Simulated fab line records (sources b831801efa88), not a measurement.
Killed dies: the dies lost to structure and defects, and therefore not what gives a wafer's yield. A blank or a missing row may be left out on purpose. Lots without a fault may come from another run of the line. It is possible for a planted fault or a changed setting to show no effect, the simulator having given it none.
Matching of chambers ; flow sky130 ; SKY_LI_CONTACT_ETCH_15 on rie diel-03 has 4 sister chambers
The step etches PSG in C4F8/O2/Ar, stops on Si, target depth 600 nm. 8 wafers are shown with their chamber, then 9 later ones without.

== WAFERS PAIRED WITH THEIR CHAMBERS ==
wafer;chamber;oes product au (a.u.);bias w (W)
L087.5;3;0.838;1204
L088.5;2;0.839;1193
L090.2;0;0.838;1200
L090.5;1;0.838;1197
L090.6;0;0.838;1199
L093.2;2;0.837;1194
L093.3;1;0.849;1200
L093.5;3;0.844;1202

== WAFERS MISSING THEIR CHAMBER ==
wafer;oes product au (a.u.);bias w (W)
L094.3;0.838;1197
L094.5;0.827;1198
L094.6;0.835;1200
L096.1;0.835;1198
L096.3;0.832;1198
L096.5;0.839;1197
L097.2;0.832;1197
L097.3;0.840;1201
L097.5;0.841;1201

== WHICH CHAMBER EACH ONE RAN IN ==
wafer;from the rows above;in truth
L094.3;can't be placed: 1 or 0 or 2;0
L094.5;can't be placed: 0 or 1 or 2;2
L094.6;can't be placed: 0 or 1 or 3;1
L096.1;can't be placed: 0 or 1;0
L096.3;can't be placed: 0 or 1 or 2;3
L096.5;can't be placed: 1 or 0 or 2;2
L097.2;can't be placed: 0 or 1 or 2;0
L097.3;can't be placed: 0 or 3 or 1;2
L097.5;can't be placed: 0 or 3 or 1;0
0 of 9 placed correctly. Not placeable from these rows: 9 (in 7, the candidates include the true chamber). Number placed wrongly: 0.
How it was worked out, from the rows above alone: a wafer's distance from a chamber is the root of the sum, over the readings, of the square of ((its reading less the chamber's mean) divided by the reading's scatter). If the next closest chamber is less than 2 further off than the closest, the wafer can't be placed; otherwise it belongs to the closest. For every chamber, the mean is computed from those of its wafers that are shown. How the scatter is found: for the shown wafers, subtract from each reading the mean of its chamber, square and add these, divide the total by (wafers less chambers), then take the root.
